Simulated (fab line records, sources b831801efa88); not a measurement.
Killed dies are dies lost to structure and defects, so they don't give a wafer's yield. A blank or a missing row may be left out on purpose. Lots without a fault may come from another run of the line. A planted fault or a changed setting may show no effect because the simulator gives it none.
Tool commonality check | flow gf180mcu | 13 lots, 39 wafers sampled

WHY IT WAS OPENED
At GF_NWELL_TW_MEAS_11 the reading NWELL_TW is flagged on 2 of 13 lots. Wafers without a fault read 1563, standard deviation 11.
Rule: a lot is flagged when every wafer of it that has a number lies more than 4 standard deviations from that mean, or none has a number. The other lots count as sound.

lot  | measured    | on            | NWELL_TW, wafer by wafer | flag
L199 | day 3 07:41 | film_metro-01 | 1576 1576 1563           |
L200 | day 3 14:02 | film_metro-03 | 1557 1561 1559           |
L201 | day 3 17:26 | film_metro-03 | 1568 1564 1563           |
L204 | day 4 12:18 | film_metro-02 | 1566 1557 1565           |
L206 | day 4 21:48 | film_metro-03 | 1737 1737 1734           | FLAGGED
L207 | day 5 02:48 | film_metro-03 | 1553 1565 1558           |
L209 | day 5 15:54 | film_metro-02 | 1742 1737 1743           | FLAGGED
L212 | day 6 06:54 | film_metro-02 | 1557 1559 1563           |
L214 | day 6 17:21 | film_metro-03 | 1572 1565 1569           |
L216 | day 7 04:31 | film_metro-01 | 1583 1582 1582           |
L217 | day 7 09:46 | film_metro-02 | 1548 1544 1546           |
L220 | day 8 03:44 | film_metro-02 | 1542 1548 1548           |
L221 | day 8 08:51 | film_metro-01 | 1574 1577 1579           |
The numbers of the flagged lots are 1738 on average: +175 against the usual, or +16 standard deviations.

WHICH TOOL RAN EACH LOT
The record holds 1 process step before the reading, out of a route of 602 steps. In each cell: the tool, then ch and the chambers that the sampled wafers went through, then the start.
lot  | flag    | GF_NWELL_IMPLANT_08
L199 |         | implanter-01 ch 0, day 3 07:17
L200 |         | implanter-02 ch 0, day 3 13:38
L201 |         | implanter-03 ch 0, day 3 17:02
L204 |         | implanter-01 ch 0, day 4 11:54
L206 | FLAGGED | implanter-01 ch 0, day 4 21:24
L207 |         | implanter-03 ch 0, day 5 02:25
L209 | FLAGGED | implanter-01 ch 0, day 5 15:30
L212 |         | implanter-02 ch 0, day 6 06:31
L214 |         | implanter-02 ch 0, day 6 16:57
L216 |         | implanter-03 ch 0, day 7 04:10
L217 |         | implanter-02 ch 0, day 7 09:25
L220 |         | implanter-02 ch 0, day 8 03:22
L221 |         | implanter-03 ch 0, day 8 08:27
What these steps do:
- GF_NWELL_IMPLANT_08
- GF_NWELL_TW_MEAS_11

FLAGGED OVER TOTAL, TOOL BY TOOL (the gauges that took the reading come last)
step                | tool          | lots run | flagged | share of the flagged lots | sound lots run after its first flagged lot
GF_NWELL_IMPLANT_08 | implanter-01  | 4        | 2       | all                       | 0
GF_NWELL_IMPLANT_08 | implanter-02  | 5        | 0       | none                      | -
GF_NWELL_IMPLANT_08 | implanter-03  | 4        | 0       | none                      | -
GF_NWELL_TW_MEAS_11 | film_metro-01 | 3        | 0       | none                      | -
GF_NWELL_TW_MEAS_11 | film_metro-02 | 5        | 1       | some                      | 3 (L212,L217,L220)
GF_NWELL_TW_MEAS_11 | film_metro-03 | 5        | 1       | some                      | 2 (L207,L214)

WHAT THE TABLE ALLOWS
1 row of the table ran every flagged lot: implanter-01 at GF_NWELL_IMPLANT_08.
- implanter-01 at GF_NWELL_IMPLANT_08: 2 of its 4 lots flagged. Its last sound lot is L204 (day 4 11:54), its first flagged lot L206 (day 4 21:24): a fault that began between those two fits. Its own readings lie more than 4 standard deviations out on every wafer of the flagged lots: dose_ions_cm2, faraday_current_uA.
One tool is left: implanter-01 at GF_NWELL_IMPLANT_08.

WHAT THE SIMULATOR HAD PUT IN
Process parameter drift: implanter-01, from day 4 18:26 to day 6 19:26, at GF_NWELL_IMPLANT_08. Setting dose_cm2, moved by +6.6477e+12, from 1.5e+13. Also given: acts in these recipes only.
Lots struck among those shown: L206, L209. The rule above found the same.
